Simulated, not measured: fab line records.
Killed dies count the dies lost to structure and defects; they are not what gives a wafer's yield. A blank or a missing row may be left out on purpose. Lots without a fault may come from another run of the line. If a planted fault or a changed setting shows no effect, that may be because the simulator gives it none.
Problem report in the 8D (eight disciplines) form, filled by code / flow gf180mcu / the parts of the form that need people (team, actions taken, sign-off) are left out

1. WHAT IS WRONG
V3_W_RS at GF_V3_RS_MEAS_24 reads a mean of 0.293 ohm/sq on 2 wafers of 1 lot; wafers without a fault read 0.326 ohm/sq with a standard deviation of 0.0047. That is -6.9 standard deviations from the usual mean.
The step: measures by four-point-probe.
Earliest sighting: wafer L963.5 on film metro-03 at day 27 02:50. Wafers with a number at this step in the record: 30, from 10 lots. By rule, "out" or "out of limits" means more than 4 standard deviations away from the usual mean. Any other wafer with a number is counted as sound.

2. WHAT IT IS; WHAT IT IS NOT
question=which readings at this step | is=V3_W_RS | is not=-
question=which lots | is=L963 | is not=L950, L951, L952, L953, L957, L966, L969, L971, L972
question=which wafers of those lots | is=L963.5, L963.6 | is not=L963.3
question=read on which gauges | is=film metro-03 | is not=film metro-02, film metro-04
question=when | is=from day 27 02:50 | is not=up to then (16 sound wafers); but 12 sound wafers of L966, L969, L971, L972 came after

3. SUSPECTS, AND WHAT RULES EACH OUT
Counting: any tool at a process step up to the reading remains a suspect provided it ran every lot that is out. Sound lots after the first of them don't rule it out here, since some wafers of a struck lot are sound.
- the gauge at GF_V3_RS_MEAS_24: kept. All the wafers that are out were read on film metro-03, and no step on other tools shows them out.
- pvd sputter-02 at GF_M3_SPUTTER_01 (material TiN, target thk 30 nm, time 25 s): kept. It ran the lot that is out, L963 (day 25 06:10); its last sound lot up to then is L957 (day 23 02:43).
- cvd w-01 at GF_V3_CVD_23 (deposits W, target thk 350 nm, time 104.9 s): kept. It ran the lot that is out, L963 (day 27 02:43); its last sound lot up to then is L957 (day 25 02:17).
After the count, these remain: pvd sputter-02 at GF_M3_SPUTTER_01, cvd w-01 at GF_V3_CVD_23 and film metro-03 at GF_V3_RS_MEAS_24.

4. THE CAUSE (what the simulator had put in)
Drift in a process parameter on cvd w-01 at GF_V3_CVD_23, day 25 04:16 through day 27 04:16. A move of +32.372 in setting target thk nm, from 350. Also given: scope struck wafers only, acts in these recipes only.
3 suspects survive the count, and this tool is in that group.

5. THE EFFECT CHAIN, in route order
One row per reading whose mean, taken over the struck wafers that have a number, lies over 3 standard deviations from the usual. Only readings for which the record gives a usual standard deviation are gone through. hours: the time from each lot's start at the first step in this table that gives one to its start at this step, as a median over the lots. sigmas: the change in usual standard deviations.
hours=0; step=GF_V3_RS_MEAS_24; reading=V3_W_RS; usual=0.326 ohm/sq; on struck wafers=0.293; change=-0.033; sigmas=-6.9
hours=0; step=GF_V3_THK_MEAS_25; reading=V3_W_THK; usual=357 nm; on struck wafers=398; change=+41; sigmas=+6.0
hours=0; step=GF_V3_CMP_26; reading=time to endpoint s; usual=85.0 s; on struck wafers=94.7; change=+9.7; sigmas=+3.4
Its process steps:
- GF_V3_CMP_26: polishes, stops on SiO2, t overpolish 15 s, target thk 0 nm.
Later measuring or inspecting steps at which every struck wafer that the step has a row for has a number for every such reading, and none has moved that far: GF_M4_THK_MEAS_06.

6. HOW IT WOULD HAVE BEEN CAUGHT EARLIER
The first out-of-limits reading at a measuring or inspecting step in this record came at day 27 02:50, 47 hours after the fault's start at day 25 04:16.
Tool readings at GF_V3_CVD_23 with a usual standard deviation given in the record: none out on any struck wafer, hence no alarm at a limit of 4 standard deviations on them.
Lots out: 1; all had begun GF_V3_CVD_23 on cvd w-01 by day 27 02:50. Had the tool been put on hold then, not one of them would have been saved.
